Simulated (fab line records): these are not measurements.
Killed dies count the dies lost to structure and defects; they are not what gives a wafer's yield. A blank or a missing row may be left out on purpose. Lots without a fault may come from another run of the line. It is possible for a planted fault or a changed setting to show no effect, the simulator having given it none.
Which tool was responsible?	flow gf180mcu	Sampling: 12 lots, 36 wafers, 4 of 602 route steps

## WHAT THE GAUGES READ, wafer by wafer
GF_V4_BOW_MEAS_05.
lot	measured	on	V4_BOW (um)
L808	day 23 16:39	film-metro-03	151 132 125
L809	day 23 20:14	film-metro-03	145 136 138
L810	day 24 07:44	film-metro-02	135 135 150
L812	day 24 19:40	film-metro-02	130 138 132
L813	day 25 06:42	film-metro-03	155 150 152
L814	day 25 15:29	film-metro-03	142 141 146
L815	day 26 00:52	film-metro-02	131 133 140
L818	day 26 23:20	film-metro-01	122 146 125
L820	day 27 17:03	film-metro-03	136 139 145
L823	day 28 14:00	film-metro-02	132 141 143
L826	day 29 07:58	film-metro-02	131 128 145
L828	day 29 20:04	film-metro-01	143 133 147

GF_MIM_THK_MEAS_06.
lot	measured	on	MIM_CVD_05_THK (nm)
L808	day 24 17:13	film-metro-04	41.4 42.3 42.5
L809	day 24 19:42	film-metro-03	41.7 41.5 41.6
L810	day 25 07:32	film-metro-04	41.8 42.1 43.0
L812	day 25 19:22	film-metro-03	42.3 41.6 42.6
L813	day 26 05:49	film-metro-04	41.6 41.2 42.2
L814	day 26 14:19	film-metro-03	41.8 42.5 42.0
L815	day 26 23:23	film-metro-04	41.8 41.6 42.4
L818	day 27 21:17	film-metro-01	42.1 42.0 42.4
L820	day 28 14:31	film-metro-04	41.4 41.7 41.8
L823	day 29 11:11	film-metro-03	41.6 42.5 42.9
L826	day 30 04:23	film-metro-01	27.0 42.2 27.5
L828	day 30 16:39	film-metro-01	26.4 41.0 41.6

## TOOL THAT RAN EACH LOT (tool first, then ch and the chambers of the sampled wafers, then the start)
lot	GF_M4_STRIP_17	GF_MIM_CVD_05
L808	plasma-asher-04 ch 0,1, day 23 15:33	pecvd-04 ch 1,2, day 24 17:10
L809	plasma-asher-04 ch 0,1, day 23 19:08	pecvd-02 ch 1,2, day 24 19:40
L810	plasma-asher-04 ch 0,1, day 24 06:38	pecvd-04 ch 0,1, day 25 07:30
L812	plasma-asher-04 ch 1, day 24 18:31	pecvd-01 ch 0,2, day 25 19:20
L813	plasma-asher-04 ch 0,1, day 25 05:25	pecvd-01 ch 0,1, day 26 05:47
L814	plasma-asher-04 ch 0,1, day 25 14:22	pecvd-04 ch 0,2, day 26 14:16
L815	plasma-asher-01 ch 0,1, day 25 23:40	pecvd-02 ch 1,2, day 26 23:20
L818	plasma-asher-01 ch 0,1, day 26 21:52	pecvd-02 ch 0,1,2, day 27 21:14
L820	plasma-asher-01 ch 0,1, day 27 15:49	pecvd-01 ch 0,1,2, day 28 14:29
L823	plasma-asher-04 ch 0,1, day 28 12:45	pecvd-02 ch 0,1,2, day 29 11:08
L826	plasma-asher-03 ch 0,1, day 29 06:51	pecvd-02 ch 1,2, day 30 04:20
L828	plasma-asher-04 ch 0,1, day 29 18:56	pecvd-02 ch 0,1, day 30 16:37
- GF_M4_STRIP_17: strips in O2/N2.
- GF_MIM_CVD_05: deposits Si3N4, target thk 42 nm, time 29.086 s.

## WHAT THE TOOLS THEMSELVES READ (means of the sampled wafers that have a number; where no wafer has one, the mark that the record gives instead)
GF_M4_STRIP_17.
lot	tool	drypump-motor-current-A (A)	heater-power-w (W)	oes-product-au (a.u.)	strip-time-to-endpoint-s (s)
L808	plasma-asher-04	5.1	328	0.557	7.883
L809	plasma-asher-04	5.1	328	0.556	7.874
L810	plasma-asher-04	5.3	333	0.559	7.887
L812	plasma-asher-04	4.8	322	0.559	7.852
L813	plasma-asher-04	5.1	332	0.559	7.858
L814	plasma-asher-04	5.3	337	0.558	7.889
L815	plasma-asher-01	5.3	341	0.559	7.836
L818	plasma-asher-01	5.3	352	0.559	7.851
L820	plasma-asher-01	5.2	355	0.556	7.890
L823	plasma-asher-04	5.3	334	0.564	7.867
L826	plasma-asher-03	5.5	389	0.561	7.834
L828	plasma-asher-04	5.1	332	0.558	7.857

GF_MIM_CVD_05.
lot	tool	heater-power-w (W)
L808	pecvd-04	707
L809	pecvd-02	646
L810	pecvd-04	651
L812	pecvd-01	639
L813	pecvd-01	706
L814	pecvd-04	664
L815	pecvd-02	665
L818	pecvd-02	671
L820	pecvd-01	729
L823	pecvd-02	612
L826	pecvd-02	639
L828	pecvd-02	601

## THE ANSWER, worked out from the rows above alone
Rule: what is usual is taken from the lots themselves. Put in order of their means at a reading, lots are off if they are a third of the lots or fewer, leave a main group of 4 or more, and stand apart from it by a gap of 3 or more times the standard deviation of the main group's means; of several such gaps the widest counts. If all means in a main group match to the digits the tables above print for the reading, that group is not used. Also off: a lot with no number at a reading for which 4 or more lots have one. The other lots that the step has rows for count as sound. First the gauges in route order, then the tools' own readings, where a lot's mean is used as printed above. The first step at which some lot is off is used, and at that step the reading that is off furthest; a lot without a number counts as furthest.
Off: L826, L828, at GF_MIM_THK_MEAS_06 (MIM_CVD_05_THK). Main group: mean 42.0 nm, sd 0.26.
If a tool, at a process step before that reading, ran all the lots that are off and no sound lot after the first of them, it fits. The gauges at GF_MIM_THK_MEAS_06 are tried like those tools. Undecided on this evidence; 2 tools fit (pecvd-02 at GF_MIM_CVD_05, film-metro-01 at GF_MIM_THK_MEAS_06).

## WHAT THE SIMULATOR HAD INSERTED
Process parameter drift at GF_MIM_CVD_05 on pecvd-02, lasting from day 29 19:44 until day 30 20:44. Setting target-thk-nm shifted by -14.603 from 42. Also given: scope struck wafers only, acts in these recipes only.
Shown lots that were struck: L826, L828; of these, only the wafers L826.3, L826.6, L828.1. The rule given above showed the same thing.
